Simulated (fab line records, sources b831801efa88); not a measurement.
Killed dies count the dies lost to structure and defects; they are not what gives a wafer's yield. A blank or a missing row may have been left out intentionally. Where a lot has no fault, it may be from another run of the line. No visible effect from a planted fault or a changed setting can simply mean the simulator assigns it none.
Comparing a struck lot with a sound one / flow sfq-line / 14 steps out of a route of 325
Sound: the wafers L192.1, L192.3, L192.4. Wafers L181.2, L181.5, L181.6 were the ones struck. The cause is given at the end.
Each step with rows lists, per side, the tool, then ch with its chambers, then its first start. Under that, the readings that differ: sound wafers / struck wafers / difference of the means / sigmas: that difference in standard deviations of wafers without a fault.
alike: readings whose means differ by less than 2 such deviations, and words and numbers that are the same on both sides. not compared: withheld readings, readings that some wafer has no value for, bounds like >300 that may hide the same value, and numbers for which the record gives no deviation and whose values overlap.
A row with sigmas, a row that says differs or no value, or rows on one side alone: a step with any of these is where the two part. Numbers that have no deviation but don't overlap get no sigmas and don't part them. A reading missing from all wafers of one side parts the sides only when that side holds two or more wafers.

SFQ_M1_OVL_MEAS_911:
  struck on overlay-01, day 25 02:04; sound on overlay-02, day 28 21:43
reading=M1_OVL (nm); sound=3 14 7; struck=-18 -14 -18; difference=-25; sigmas=-3
SFQ_TRILAYER_M1_BARC_OPEN_METAL_ETCH_054: etches BARC in O2, target depth 125 nm, time 41.7 s.
  sound on rie-metal-04 ch 0,1, day 28 21:45; struck on rie-metal-02 ch 1, day 25 02:07
  alike: drypump-motor-current-A, oes-product-au
  not compared: rf-hours-counter-h
SFQ_TRILAYER_M1_ETCH_METAL_ETCH_042: etches Nb in Cl2/Ar, stops on SiO2, target depth 240 nm, time 120 s.
  sound on rie-metal-04 ch 0,1, day 28 21:49; struck on rie-metal-02 ch 1, day 25 02:16
  alike: drypump-motor-current-A, oes-product-au
  not compared: rf-hours-counter-h
SFQ_TRILAYER_M1_STRIP_STRIP_043: strips in O2.
  sound on rie-metal-04 ch 0,1, day 28 21:56; struck on rie-metal-02 ch 1, day 25 02:40
  alike: drypump-motor-current-A, oes-product-au
  not compared: rf-hours-counter-h
then, 1 step without rows for these wafers: SFQ_TRILAYER_M1_STRIP_SOLV_CLEAN_044 (cleans in NMP, time 600 s).
SFQ_TRILAYER_I1_DEP_PECVD_045: deposits SiO2 from SiH4/N2O, time 111.11 s, target thk 500 nm.
  sound on pecvd-04 ch 0,2, day 28 22:43; struck on pecvd-04 ch 0,1, day 25 03:50
  alike: chamber-pressure-Torr, heater-power-w, throttle-valve-pct
  not compared: since-wet-clean-h
SFQ_TRILAYER_I1_CMP_CMP_046: polishes SiO2.
  sound on cmp-01 ch 0,1,3, day 28 22:49; struck on cmp-01 ch 1,2,3, day 25 04:55
  alike: motor-current-A, time-to-endpoint-s
SFQ_I1_BOW_MEAS_912:
  struck on film-metro-03, day 25 06:56; sound on film-metro-04, day 29 01:49
  alike: I1_BOW
then, 4 steps without rows for these wafers: SFQ_TRILAYER_I1_METRO_MEASURE_047; SFQ_TRILAYER_I1_VIA_LITHO_COAT_054 (resist thk 62 nm); SFQ_TRILAYER_I1_VIA_LITHO_COAT_049 (resist thk 650 nm); SFQ_TRILAYER_I1_VIA_LITHO_SOFTBAKE_053.
-- the record jumps here: 7 days lie between the struck wafers' starts before and after --
SFQ_TRILAYER_I1_VIA_LITHO_EXPOSE_050: exposes mask I1, target cd 500 nm.
  sound on krf-scanner-02 ch 0, day 35 15:20; struck on krf-scanner-02, day 32 02:32
  no value came back on the struck wafers for exposure-dose-mJ-cm2, focus-offset-nm (nm), stage-vel-mm-s (mm/s); on the sound wafers exposure-dose-mJ-cm2 reads 21.283 21.315 21.307
  alike: mask
then, 1 step without rows for these wafers: SFQ_TRILAYER_I1_VIA_LITHO_PEB_052 (peb time 60 s).

## WHERE THEY PART
First at SFQ_M1_OVL_MEAS_911; last, within this record, at SFQ_TRILAYER_I1_VIA_LITHO_EXPOSE_050.

WHY: what the simulator had put in
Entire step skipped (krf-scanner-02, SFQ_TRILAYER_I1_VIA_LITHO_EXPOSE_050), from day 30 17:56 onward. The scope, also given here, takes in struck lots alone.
